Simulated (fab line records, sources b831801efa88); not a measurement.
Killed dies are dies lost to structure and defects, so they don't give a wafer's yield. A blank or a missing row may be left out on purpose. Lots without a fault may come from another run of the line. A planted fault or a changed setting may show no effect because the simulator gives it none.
Which tool did it? | flow gf180mcu | 14 lots, 42 wafers sampled, at 4 steps of a route of 602

WHAT THE GAUGES READ, wafer by wafer
GF_M1_OVL_MEAS_15. Usual: M1_OVL 3 nm, standard deviation 5.7.
lot  | measured     | on         | M1_OVL (nm) | flag
L101 | day 17 02:55 | overlay-01 | 13 17 19    |
L102 | day 17 13:07 | overlay-02 | 10 1 1      |
L103 | day 17 22:00 | overlay-01 | 5 9 1       |
L108 | day 19 16:00 | overlay-01 | 8 0 2       |
L110 | day 20 12:52 | overlay-02 | 12 5 9      |
L111 | day 20 20:02 | overlay-02 | 1 2 -4      |
L114 | day 22 09:29 | overlay-02 | -3 -5 -2    |
L118 | day 23 08:46 | overlay-02 | 0 4 -2      |
L119 | day 23 14:31 | overlay-01 | 16 6 12     |
L120 | day 23 21:07 | overlay-02 | 12 3 11     |
L121 | day 24 08:17 | overlay-02 | 6 4 -5      |
L122 | day 24 16:23 | overlay-02 | 1 -4 1      |
L123 | day 25 00:59 | overlay-01 | 1 5 3       |
L124 | day 25 09:40 | overlay-02 | -3 12 -3    |

GF_V1_OVL_MEAS_15. Usual: V1_OVL 4 nm, standard deviation 5.6.
lot  | measured     | on         | V1_OVL (nm) | flag
L101 | day 18 03:43 | overlay-02 | 12 16 11    |
L102 | day 18 14:40 | overlay-02 | 10 3 8      |
L103 | day 18 22:58 | overlay-02 | 0 4 4       |
L108 | day 20 18:02 | overlay-01 | 6 13 7      |
L110 | day 21 14:04 | overlay-02 | -2 14 1     |
L111 | day 21 21:17 | overlay-01 | 10 0 6      |
L114 | day 23 10:41 | overlay-02 | -1 -2 4     |
L118 | day 24 07:57 | overlay-01 | 7 9 9       |
L119 | day 24 14:28 | overlay-02 | 5 1 -9      |
L120 | day 24 20:07 | overlay-01 | 2 6 6       |
L121 | day 25 06:32 | overlay-01 | -2 5 9      |
L122 | day 25 15:08 | overlay-02 | 4 -2 -2     |
L123 | day 25 23:40 | overlay-02 | 8 8 6       |
L124 | day 26 08:04 | overlay-01 | -1 -4 -5    |

WHICH TOOL RAN EACH LOT (tool, then ch and the chambers of the sampled wafers, then the start)
lot  | GF_M1_SPUTTER_01             | GF_V1_DEHYDRATE_06
L101 | pvd_sputter-03, day 16 03:40 | litho_track-02 ch 0, day 17 15:29
L102 | pvd_sputter-03, day 16 13:48 | litho_track-02 ch 0, day 18 02:02
L103 | pvd_sputter-02, day 16 22:09 | litho_track-03 ch 0, day 18 10:32
L108 | pvd_sputter-04, day 18 15:43 | litho_track-03 ch 0, day 20 05:11
L110 | pvd_sputter-03, day 19 11:53 | litho_track-03 ch 0, day 21 01:50
L111 | pvd_sputter-03, day 19 19:24 | litho_track-02 ch 0, day 21 08:45
L114 | pvd_sputter-03, day 21 10:46 | litho_track-01 ch 0, day 22 21:55
L118 | pvd_sputter-04, day 22 10:11 | litho_track-02 ch 0, day 23 20:18
L119 | pvd_sputter-03, day 22 15:25 | litho_track-02 ch 0, day 24 02:58
L120 | pvd_sputter-03, day 22 22:26 | litho_track-01 ch 0, day 24 09:09
L121 | pvd_sputter-03, day 23 10:00 | litho_track-02 ch 0, day 24 19:21
L122 | pvd_sputter-04, day 23 17:50 | litho_track-02 ch 0, day 25 04:00
L123 | pvd_sputter-02, day 24 02:52 | litho_track-03 ch 0, day 25 12:23
L124 | pvd_sputter-03, day 24 11:52 | litho_track-03 ch 0, day 25 20:34
- GF_M1_SPUTTER_01: material TiN, target thk 30 nm, time 25 s.
- GF_V1_DEHYDRATE_06: time 60 s.

WHAT THE TOOLS THEMSELVES READ (means of the sampled wafers that have a number; where no wafer has one, the mark that the record gives instead)
GF_M1_SPUTTER_01. Usual: throttle_valve_pct 30.4 %, standard deviation 1.1.
lot  | tool           | throttle_valve_pct (%) | flag
L101 | pvd_sputter-03 | 30.4                   |
L102 | pvd_sputter-03 | 30.3                   |
L103 | pvd_sputter-02 | 31.1                   |
L108 | pvd_sputter-04 | 30.1                   |
L110 | pvd_sputter-03 | 31.1                   |
L111 | pvd_sputter-03 | 30.3                   |
L114 | pvd_sputter-03 | 29.5                   |
L118 | pvd_sputter-04 | 30.2                   |
L119 | pvd_sputter-03 | 29.6                   |
L120 | pvd_sputter-03 | 28.9                   |
L121 | pvd_sputter-03 | 29.8                   |
L122 | pvd_sputter-04 | 30.2                   |
L123 | pvd_sputter-02 | 31.2                   |
L124 | pvd_sputter-03 | 29.8                   |

GF_V1_DEHYDRATE_06. Usual: resist_line_temp_C 23.01 C, standard deviation 0.11; run_length_s 89.05 s, standard deviation 0.15.
lot  | tool           | resist_line_temp_C (C) | run_length_s (s) | flag
L101 | litho_track-02 | 23.03                  | 89.16            |
L102 | litho_track-02 | 23.02                  | 89.25            |
L103 | litho_track-03 | 23.09                  | 88.89            |
L108 | litho_track-03 | 23.00                  | 91.56            | OFF
L110 | litho_track-03 | 22.96                  | 91.55            | OFF
L111 | litho_track-02 | 22.97                  | 89.16            |
L114 | litho_track-01 | 22.92                  | 89.06            |
L118 | litho_track-02 | 23.04                  | 89.04            |
L119 | litho_track-02 | 23.03                  | 89.09            |
L120 | litho_track-01 | 22.92                  | 89.13            |
L121 | litho_track-02 | 23.00                  | 89.17            |
L122 | litho_track-02 | 23.06                  | 89.11            |
L123 | litho_track-03 | 23.14                  | 88.84            |
L124 | litho_track-03 | 22.94                  | 88.96            |

THE ANSWER, worked out from the rows above alone
Rule: a lot is off if the mean of its wafers that have a number lies more than 3 standard deviations from the usual mean. A lot without any number at a reading at which 4 lots or more have one is off too. The other lots that the step has rows for count as sound. The gauges are gone through in route order, then the tools' own readings, and for those a lot's mean is taken as printed above. The first step at which some lot is off is used, and at that step the reading that is off furthest; a lot without a number counts as furthest.
Off: L108, L110, at GF_V1_DEHYDRATE_06 (run_length_s).
A tool fits if, at that step or a process step before it, it ran every lot that is off, and no sound lot after the first of them. None of those tried fits.

WHAT THE SIMULATOR HAD PUT IN
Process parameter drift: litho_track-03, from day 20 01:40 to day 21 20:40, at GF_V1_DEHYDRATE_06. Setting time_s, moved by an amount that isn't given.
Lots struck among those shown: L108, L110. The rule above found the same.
